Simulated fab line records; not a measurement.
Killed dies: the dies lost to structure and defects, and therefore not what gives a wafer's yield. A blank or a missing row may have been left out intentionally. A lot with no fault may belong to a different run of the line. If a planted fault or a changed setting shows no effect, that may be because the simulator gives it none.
fab line records + flow sfq-line
record
- lots=6
- wafers=16
- last-day=92
route steps=325 shown I3@147 M4@148
lots that met no fault: from a run of the same line without faults
start-h: the number of hours between the record's first day and the start of the first shown wafer of the lot + wait-h: how many hours have passed since the lot's step before this one + " identical to the entry in the row above + L1.1+2: several wafers, shown together as one row + - no value present, or no start provided + * or withheld: withheld + < > ~ a bound
route shown NAME@n: a module of which the file shows steps, and the number in the route of the first + usual: average and standard deviation across the fault-free wafers + same: alike in all rows + chamber/n: place in a boat + sites: per-site readings + _std_site: standard deviation of those values + _edge_site: the outer-site mean with the inner-site mean subtracted + radius-mm: for every site, how far away it sits from the centre of the wafer + mask NAME#n: copy n + behind: the last tool/chamber to shape the wafer + hold: reason for holding the lot/hours on hold/outcome of the hold + device: transistor that didn't switch, given as n, p or np + end of line: the route-end tests of the same wafers + for a step that has no rows: nothing shown but its recipe + killed: count of dies lost to structure and defects at first sort (not the wafer's yield) + map: a wafer's dies, marking killed ones x, the rest . and places with no die _
set.NAME: the setting the step ran with; set.NAME@STEP: the setting that earlier step ran with + model.NAME: the simulator's own value behind a step, which no gauge read
a table for each step, a row for each wafer; lots at some steps of the route
services: a tool's chamber out of use, with start hour (start-h, from the record's first day; less than 0 if before it), hours out, and reason
## steps
# step SFQ_TRILAYER_I3_VIA_STRIP_SOLV_CLEAN_090
# recipe
- chemistry=NMP
- temp-c=70
- time-s=600
# step SFQ_TRILAYER_M4_DEP_PRE_CLEAN_092
# recipe
- gas=Ar
- time-s=22.5
- bias-v=250
# step SFQ_TRILAYER_M4_DEP_SPUTTER_091
# recipe
- material=Nb
- base-pressure-pa=1.33e-06
- chamber-pressure-pa=0.1333
- substrate-temp-c=20
- resputter-cathode-voltage-v=400
- target-thk-nm=200
- power-w=2000
- time-s=133.3
# usual
- base-pressure-pa=1.31e-06/1.1e-07
- cathode-dc-power-W=2000.0/0.35
- throttle-valve-pct=29.8/0.73
# same
- time-s=133.3
| lot.wafer | tool           | chamber | start-h | wait-h | base-pressure-pa | cathode-dc-power-W | throttle-valve-pct |
|-----------|----------------|---------|---------|--------|------------------|--------------------|--------------------|
| L863.2    | pvd-sputter-05 | -       | 1040.25 | 0.0    | 1.3e-06          | 1999.4             | 29.3               |
| L863.4    | "              | -       | "       | "      | 1.25e-06         | 2000.3             | 30.3               |
| L863.5    | "              | -       | "       | "      | 1.42e-06         | 2000.3             | 29.9               |
| L868.3    | pvd-sputter-04 | -       | 1204.99 | 0.0    | 1.24e-06         | 1999.8             | 30.1               |
| L868.4    | "              | -       | "       | "      | 1.34e-06         | 2000.3             | 29.2               |
| L868.5    | "              | -       | "       | "      | 1.31e-06         | 1999.8             | 30.6               |
| L877.4    | pvd-sputter-05 | -       | 1347.32 | 0.0    | 1.36e-06         | 1999.8             | 29.6               |
| L877.6    | "              | -       | "       | "      | 1.2e-06          | 2000.1             | 28.9               |
| L879.1    | pvd-sputter-06 | -       | 1350.92 | 0.0    | 1.21e-06         | 2000.2             | 28.6               |
| L879.6    | "              | -       | "       | "      | 1.18e-06         | 1999.8             | 30.2               |
| L882.2    | pvd-sputter-05 | -       | 1359.32 | 0.0    | 1.32e-06         | 2000.1             | 30.1               |
| L882.3    | "              | -       | "       | "      | 1.29e-06         | 2000.2             | 29.9               |
| L882.6    | "              | -       | "       | "      | 1.35e-06         | 2000.3             | 28.4               |
| L883.2    | pvd-sputter-04 | -       | 1361.72 | 0.0    | 1.43e-06         | 1999.6             | 30.9               |
| L883.4    | "              | -       | "       | "      | 1.49e-06         | 2000.0             | 30.6               |
| L883.5    | "              | -       | "       | "      | 1.25e-06         | 1999.6             | 31.0               |
# step SFQ_M4_RS_MEAS_924
# recipe
- thk-meas-gauge=four-point-probe
- reads=Nb_of_TRILAYER_M4_DEP_SPUTTER_091
# usual
- M4_NB_RS=0.893/0.008
| lot.wafer | tool          | chamber | start-h | wait-h | M4_NB_RS[ohm/sq] |
|-----------|---------------|---------|---------|--------|------------------|
| L863.2    | film-metro-02 | -       | 1040.36 | 0.1    | 0.881            |
| L863.4    | "             | -       | "       | "      | 0.879            |
| L863.5    | "             | -       | "       | "      | 0.882            |
| L868.3    | film-metro-03 | -       | 1205.12 | 0.1    | 0.884            |
| L868.4    | "             | -       | "       | "      | 0.886            |
| L868.5    | "             | -       | "       | "      | 0.883            |
| L877.4    | film-metro-02 | -       | 1347.48 | 0.1    | 0.886            |
| L877.6    | "             | -       | "       | "      | 0.883            |
| L879.1    | film-metro-02 | -       | 1351.02 | 0.0    | 0.891            |
| L879.6    | "             | -       | "       | "      | 0.886            |
| L882.2    | film-metro-03 | -       | 1359.44 | 0.1    | 0.885            |
| L882.3    | "             | -       | "       | "      | 0.888            |
| L882.6    | "             | -       | "       | "      | 0.884            |
| L883.2    | film-metro-01 | -       | 1361.84 | 0.1    | 0.907            |
| L883.4    | "             | -       | "       | "      | 0.897            |
| L883.5    | "             | -       | "       | "      | 0.898            |
# step SFQ_TRILAYER_M4_LITHO_COAT_098
# recipe
- resist=BARC
- spin-rpm=3000
- resist-thk-nm=62
# step SFQ_TRILAYER_M4_LITHO_COAT_093
# recipe
- resist=KrF
- spin-rpm=3000
- resist-thk-nm=600
# step SFQ_TRILAYER_M4_LITHO_SOFTBAKE_097
# recipe
- temp-c=withheld
- time-s=withheld
- resist=KrF
# step SFQ_TRILAYER_M4_LITHO_EXPOSE_094
# recipe
- mask-id=M4
- na=0.6
- source-shape=conventional
- sigma-outer=0.65
- target-cd-nm=500
- dose-mj=14.4
# step SFQ_TRILAYER_M4_LITHO_PEB_096
# recipe
- peb-temp-c=115
- peb-time-s=60
- resist=KrF
# step SFQ_TRILAYER_M4_LITHO_DEVELOP_095
# recipe
- time-s=60
- resist=KrF
# step SFQ_M4_OVL_MEAS_926
# usual
- M4_OVL=-2/5.6
| lot.wafer | tool       | chamber | start-h | wait-h | M4_OVL[nm] |
|-----------|------------|---------|---------|--------|------------|
| L863.2    | overlay-02 | -       | 1173.87 | 0.1    | 2          |
| L863.4    | "          | -       | "       | "      | 5          |
| L863.5    | "          | -       | "       | "      | 7          |
| L868.3    | overlay-02 | -       | 1211.13 | 0.1    | 9          |
| L868.4    | "          | -       | "       | "      | 6          |
| L868.5    | "          | -       | "       | "      | 2          |
| L877.4    | overlay-01 | -       | 1473.77 | 0.1    | -2         |
| L877.6    | "          | -       | "       | "      | -9         |
| L879.1    | overlay-01 | -       | 1478.55 | 0.1    | -10        |
| L879.6    | "          | -       | "       | "      | -10        |
| L882.2    | overlay-01 | -       | 1484.56 | 0.1    | -8         |
| L882.3    | "          | -       | "       | "      | -4         |
| L882.6    | "          | -       | "       | "      | -11        |
| L883.2    | overlay-01 | -       | 1486.96 | 0.1    | 1          |
| L883.4    | "          | -       | "       | "      | 0          |
| L883.5    | "          | -       | "       | "      | -3         |
# step SFQ_TRILAYER_M4_BARC_OPEN_METAL_ETCH_123
# recipe
- mask-material=PR
- chemistry=O2
- target-depth-nm=125
- target=BARC
- icp-w=600
- bias-w=80
- pressure-mtorr=10
- time-s=41.7
# usual
- bias-w=80.02/0.22
- drypump-motor-current-A=6.07/0.28
- oes-product-au=0.685/0.0046
- rf-fwd-power-W=594.0/2.4
- run-length-s=69.83/0.3
| lot.wafer | tool         | chamber | start-h | wait-h | bias-w | drypump-motor-current-A | oes-product-au | rf-fwd-power-W | rf-hours-counter-h | run-length-s |
|-----------|--------------|---------|---------|--------|--------|-------------------------|----------------|----------------|--------------------|--------------|
| L863.2    | rie-metal-01 | 0       | 1173.90 | 0.0    | 80.19  | 5.97                    | 0.678          | 595.9          | 114                | 69.91        |
| L863.4    | "            | 0       | "       | "      | 79.95  | 5.93                    | 0.689          | 597.2          | -                  | 69.83        |
| L863.5    | "            | 0       | "       | "      | 80.06  | 5.94                    | 0.685          | 595.0          | -                  | 69.91        |
| L868.3    | rie-metal-03 | 1       | 1211.17 | 0.0    | 80.29  | 5.74                    | 0.694          | 597.0          | -                  | 69.60        |
| L868.4    | "            | 0       | "       | "      | 80.05  | 6.60                    | 0.685          | 595.6          | -                  | 69.70        |
| L868.5    | "            | 1       | "       | "      | 80.08  | 5.74                    | 0.692          | 596.0          | -                  | 69.25        |
| L877.4    | rie-metal-01 | 0       | 1473.81 | 0.0    | 79.77  | 5.97                    | 0.684          | 595.4          | -                  | 70.05        |
| L877.6    | "            | 1       | "       | "      | 79.79  | 6.07                    | 0.684          | 589.7          | -                  | 71.08        |
| L879.1    | rie-metal-01 | 0       | 1478.59 | 0.0    | 80.48  | 5.92                    | 0.683          | 590.6          | 29                 | 69.69        |
| L879.6    | "            | 0       | "       | "      | 80.33  | 5.92                    | 0.678          | 591.5          | -                  | 71.46        |
| L882.2    | rie-metal-03 | 1       | 1484.59 | 0.0    | 79.48  | 5.73                    | 0.684          | 589.7          | 62                 | 69.37        |
| L882.3    | "            | 1       | "       | "      | 79.68  | 5.75                    | 0.691          | 591.0          | -                  | 69.53        |
| L882.6    | "            | 1       | "       | "      | 79.75  | 5.73                    | 0.685          | 590.7          | -                  | 69.71        |
| L883.2    | rie-metal-03 | 0       | 1486.99 | 0.0    | 80.21  | 6.62                    | 0.685          | 595.2          | 68                 | 69.80        |
| L883.4    | "            | 1       | "       | "      | 79.83  | 5.72                    | 0.685          | 593.7          | -                  | 69.22        |
| L883.5    | "            | 1       | "       | "      | 79.68  | 5.72                    | 0.684          | 594.7          | -                  | 69.45        |
# step SFQ_TRILAYER_M4_ETCH_METAL_ETCH_096
# recipe
- target=Nb
- stop-on=SiO2
- mask-material=PR
- chemistry=Cl2/Ar
- target-depth-nm=240
- icp-w=600
- bias-w=80
- pressure-mtorr=10
- time-s=120
# usual
- bias-w=79.99/0.24
- drypump-motor-current-A=6.07/0.27
- oes-product-au=0.892/0.0066
- rf-fwd-power-W=597.3/2.2
- run-length-s=148.2/0.33
# same
- time-s=120
| lot.wafer | tool         | chamber | start-h | wait-h | bias-w | drypump-motor-current-A | oes-product-au | rf-fwd-power-W | rf-hours-counter-h | run-length-s |
|-----------|--------------|---------|---------|--------|--------|-------------------------|----------------|----------------|--------------------|--------------|
| L863.2    | rie-metal-01 | 0       | 1173.96 | 0.0    | 80.33  | 5.95                    | 0.902          | 597.3          | 114                | 148.4        |
| L863.4    | "            | 0       | "       | "      | 79.82  | 5.92                    | 0.896          | 598.8          | -                  | 148.0        |
| L863.5    | "            | 0       | "       | "      | 80.15  | 5.98                    | 0.898          | 596.5          | -                  | 148.3        |
| L868.3    | rie-metal-03 | 1       | 1211.25 | 0.1    | 80.18  | 5.73                    | 0.894          | 598.1          | -                  | 147.9        |
| L868.4    | "            | 0       | "       | "      | 79.97  | 6.58                    | 0.894          | 598.3          | -                  | 148.1        |
| L868.5    | "            | 1       | "       | "      | 79.95  | 5.74                    | 0.900          | 597.4          | -                  | 148.0        |
| L877.4    | rie-metal-01 | 0       | 1473.89 | 0.1    | 80.26  | 5.95                    | 0.897          | 600.3          | -                  | 148.7        |
| L877.6    | "            | 1       | "       | "      | 79.52  | 6.11                    | 0.900          | 597.3          | -                  | 148.2        |
| L879.1    | rie-metal-01 | 0       | 1478.71 | 0.1    | 79.76  | 5.97                    | 0.896          | 596.6          | 29                 | 148.5        |
| L879.6    | "            | 0       | "       | "      | 79.97  | 5.95                    | 0.894          | 596.8          | -                  | 148.1        |
| L882.2    | rie-metal-03 | 1       | 1484.65 | 0.0    | 80.35  | 5.73                    | 0.897          | 597.0          | 62                 | 147.6        |
| L882.3    | "            | 1       | "       | "      | 79.94  | 5.72                    | 0.895          | 595.7          | -                  | 147.6        |
| L882.6    | "            | 1       | "       | "      | 80.01  | 5.74                    | 0.900          | 595.2          | -                  | 148.0        |
| L883.2    | rie-metal-03 | 0       | 1487.05 | 0.0    | 80.17  | 6.62                    | 0.887          | 595.1          | 68                 | 148.0        |
| L883.4    | "            | 1       | "       | "      | 80.15  | 5.74                    | 0.886          | 597.2          | -                  | 148.0        |
| L883.5    | "            | 1       | "       | "      | 79.99  | 5.74                    | 0.898          | 595.0          | -                  | 147.9        |
## services
| tool           | chamber | start-h | hours | kind                          |
|----------------|---------|---------|-------|-------------------------------|
| rie-metal-03   | 1       | 1023.61 | -     | clean                         |
| rie-metal-03   | 1       | 1023.61 | 20.3  | scheduled-down                |
| rie-metal-03   | 1       | 1023.61 | 20.3  | vent-cycle                    |
| rie-metal-01   | -       | 1062.38 | 2.8   | pm                            |
| pvd-sputter-06 | -       | 1078.98 | 3.2   | repair                        |
| pvd-sputter-06 | -       | 1104.24 | 2.2   | repair                        |
| pvd-sputter-05 | -       | 1121.14 | 3.8   | repair                        |
| pvd-sputter-04 | -       | 1138.19 | 2.5   | repair                        |
| rie-metal-01   | -       | 1178.15 | 0.6   | repair                        |
| pvd-sputter-04 | -       | 1189.09 | 1.5   | repair                        |
| rie-metal-01   | 0       | 1233.40 | -     | clean                         |
| rie-metal-01   | 0       | 1233.40 | -     | consumable-replace:focus-ring |
| rie-metal-01   | 0       | 1233.40 | 22.4  | scheduled-down                |
| rie-metal-01   | 0       | 1233.40 | 22.4  | vent-cycle                    |
| pvd-sputter-06 | -       | 1238.72 | 0.5   | repair                        |
| pvd-sputter-04 | -       | 1294.94 | 0.5   | repair                        |
| rie-metal-03   | -       | 1336.54 | 19.0  | repair                        |
| pvd-sputter-05 | -       | 1361.73 | 1.2   | repair                        |
| rie-metal-03   | 0       | 1364.10 | 6.9   | repair                        |
| pvd-sputter-05 | -       | 1366.05 | 3.1   | repair                        |
| rie-metal-01   | 1       | 1406.15 | 2.0   | repair                        |
| rie-metal-01   | 0       | 1413.45 | 4.8   | repair                        |
| pvd-sputter-06 | -       | 1418.90 | 10.9  | repair                        |
| rie-metal-01   | 1       | 1474.57 | -     | clean                         |
## key
first-sign
- step=SFQ_TRILAYER_M4_BARC_OPEN_METAL_ETCH_123
- reading=run-length-s
- direction=up
- sigmas=4.8
- usual=*
- struck=*
effect none on later readings
met-at SFQ_TRILAYER_M4_BARC_OPEN_METAL_ETCH_123
struck-wafers L877.6,L879.6
onset-between 1173.90 1473.81
fault
- kind=process-parameter-drift
- tool=rie-metal-01
- chamber=-
- onset-h=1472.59
- steps=SFQ_TRILAYER_M4_BARC_OPEN_METAL_ETCH_123
- channel=time-s
- offset=*
- shape=step
- end-h=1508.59
- scope=struck-wafers-only
- acts-in=*
- stated=*
